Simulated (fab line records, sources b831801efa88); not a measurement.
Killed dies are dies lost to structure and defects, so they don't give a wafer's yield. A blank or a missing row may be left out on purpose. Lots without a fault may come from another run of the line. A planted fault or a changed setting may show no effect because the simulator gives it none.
Which tool did it? | flow sky130 | 6 lots, 18 wafers sampled, at 3 steps of a route of 708

WHAT THE GAUGES READ, wafer by wafer
SKY_LDD_HVN_TW_MEAS_10.
lot  | measured     | on            | LDD_HVN_TW
L813 | day 21 12:42 | film_metro-01 | 1449 1448 1453
L815 | day 22 07:03 | film_metro-03 | 1421 1430 1424
L817 | day 23 03:07 | film_metro-04 | 1446 1442 1433
L821 | day 24 14:17 | film_metro-04 | 1432 1438 1438
L823 | day 25 06:08 | film_metro-04 | 1435 1436 1428
L831 | day 27 23:42 | film_metro-04 | 1580 1579 1574

WHICH TOOL RAN EACH LOT (tool, then ch and the chambers of the sampled wafers, then the start)
lot  | SKY_SONOS_ONO_ETCH_15              | SKY_LDD_HVN_IMPLANT_08
L813 | rie_diel-03 ch 0,1, day 13 15:06   | implanter-02 ch 0, day 21 12:29
L815 | rie_diel-01 ch 0,1, day 14 10:20   | implanter-02 ch 0, day 22 06:48
L817 | rie_diel-03 ch 0,1,3, day 15 07:22 | implanter-01 ch 0, day 23 02:52
L821 | rie_diel-01 ch 1,2,3, day 16 10:17 | implanter-02 ch 0, day 24 14:02
L823 | rie_diel-03 ch 0,1,3, day 17 03:56 | implanter-04 ch 0, day 25 05:54
L831 | rie_diel-03 ch 0,2,3, day 19 22:39 | implanter-02 ch 0, day 27 23:27
- SKY_SONOS_ONO_ETCH_15: etches the open film in CHF3/O2, target depth 19.52 nm, time 7.8 s.
- SKY_LDD_HVN_IMPLANT_08

THE ANSWER, worked out from the rows above alone
Rule: what is usual is taken from the lots themselves. Put in order of their means at a reading, lots are off if they are a third of the lots or fewer, leave a main group of 4 or more, and stand apart from it by a gap of 3 or more times the standard deviation of the main group's means; of several such gaps the widest counts. A main group whose means are all the same, to the digits that the tables above print for the reading, isn't used. A lot without any number at a reading at which 4 lots or more have one is off too. The other lots that the step has rows for count as sound.
Off: L831, at SKY_LDD_HVN_TW_MEAS_10 (LDD_HVN_TW). The main group: mean 1437, standard deviation 8.3.
A tool fits if, at a process step before that reading, it ran every lot that is off, and no sound lot after the first of them. The gauges at SKY_LDD_HVN_TW_MEAS_10 are tried like those tools. Can't be told from this: 3 tools fit, rie_diel-03 at SKY_SONOS_ONO_ETCH_15, implanter-02 at SKY_LDD_HVN_IMPLANT_08, film_metro-04 at SKY_LDD_HVN_TW_MEAS_10.

WHAT THE SIMULATOR HAD PUT IN
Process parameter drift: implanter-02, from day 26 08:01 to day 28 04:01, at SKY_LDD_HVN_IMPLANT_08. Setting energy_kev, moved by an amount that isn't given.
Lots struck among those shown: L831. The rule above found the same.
